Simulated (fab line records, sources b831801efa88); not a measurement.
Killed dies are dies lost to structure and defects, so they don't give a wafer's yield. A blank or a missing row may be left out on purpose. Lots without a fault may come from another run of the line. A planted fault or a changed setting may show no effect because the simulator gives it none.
A struck lot beside a sound one | flow sky130 | 15 steps out of a route of 708
Sound: wafers L125.2, L125.3, L125.4. Struck: wafers L136.1, L136.2, L136.5. The cause comes at the end.
At each step with rows: each side's tool, then ch and its chambers, then its first start. Under that, the readings that differ: sound wafers | struck wafers | difference of the means | sigmas: that difference in standard deviations of wafers without a fault.
alike: readings whose means differ by less than 2 such deviations, and words and numbers that are the same on both sides. not compared: withheld readings, readings that some wafer has no value for, bounds like >300 that may hide the same value, and numbers for which the record gives no deviation and whose values overlap.
The two part at a step that has a row with sigmas, a row that says differs or no value, or rows on one side only. Numbers that don't overlap but have no deviation are shown without sigmas and don't part them. A reading that every wafer of one side lacks parts them only if that side has two wafers or more.

first, 1 step without rows for these wafers: SKY_POLY_GATE_CVD_03 (deposits Si3N4 from DCS/NH3, target thk 75 nm, time 1290 s).
SKY_POLY_GATE_THK_MEAS_04:
  sound on film_metro-02, day 17 23:04; struck on film_metro-01, day 21 17:39
  alike: POLY_GATE_CVD_03_THK
then, 8 steps without rows for these wafers: SKY_POLY_GATE_DEHYDRATE_05 (time 60 s); SKY_POLY_GATE_HMDS_06 (prime time 60 s); SKY_POLY_GATE_COAT_07 (resist thk 110 nm); SKY_POLY_GATE_COAT_08 (resist thk 450 nm); SKY_POLY_GATE_SOFTBAKE_09 (time 90 s); SKY_POLY_GATE_EXPOSE_10 (exposes mask P1M, target cd 150 nm); SKY_POLY_GATE_PEB_11; SKY_POLY_GATE_DEVELOP_12 (develop time 60 s).
SKY_POLY_GATE_CD_MEAS_13: target cd 150 nm.
  sound on cd_sem-02, day 19 05:30; struck on cd_sem-01, day 22 23:28
  alike: cd_nm
SKY_POLY_GATE_OVL_MEAS_14:
  sound on overlay-02, day 19 05:36; struck on overlay-01, day 22 23:35
  alike: POLY_GATE_OVL
SKY_POLY_GATE_ETCH_15: etches BARC in N2/H2, stops on SiO2, time 118.5 s, target depth 110 nm.
  sound on rie_diel-02 ch 0,2,3, day 19 05:38; struck on rie_diel-01 ch 0,2, day 22 23:37
  reading    | sound            | struck         | difference | sigmas
  bias_w (W) | 100.7 99.6 100.5 | 94.3 93.6 94.1 | -6.3       | -20
  alike: drypump_motor_current_A, oes_product_au, throttle_valve_pct
  not compared: rf_hours_counter_h
SKY_POLY_GATE_ETCH_16: etches Si3N4 in CH3F/O2, stops on poly-Si, time 147.5 s, target depth 75 nm.
  sound on rie_diel-02 ch 0,2,3, day 19 05:43; struck on rie_diel-01 ch 0,2, day 22 23:42
  alike: bias_w, drypump_motor_current_A, oes_product_au, throttle_valve_pct
  not compared: rf_hours_counter_h
SKY_PAD_OPEN_PROBE_99:
  the record has rows for the sound wafers here (prober-02, day 48 15:28) and none for the struck ones

WHERE THEY PART
First at SKY_POLY_GATE_ETCH_15; last, within this record, at SKY_PAD_OPEN_PROBE_99.

WHY: what the simulator had put in
Process parameter drift: rie_diel-01, from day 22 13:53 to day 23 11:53, at SKY_POLY_GATE_ETCH_15. Setting bias_w, moved by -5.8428, from 100. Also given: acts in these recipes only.
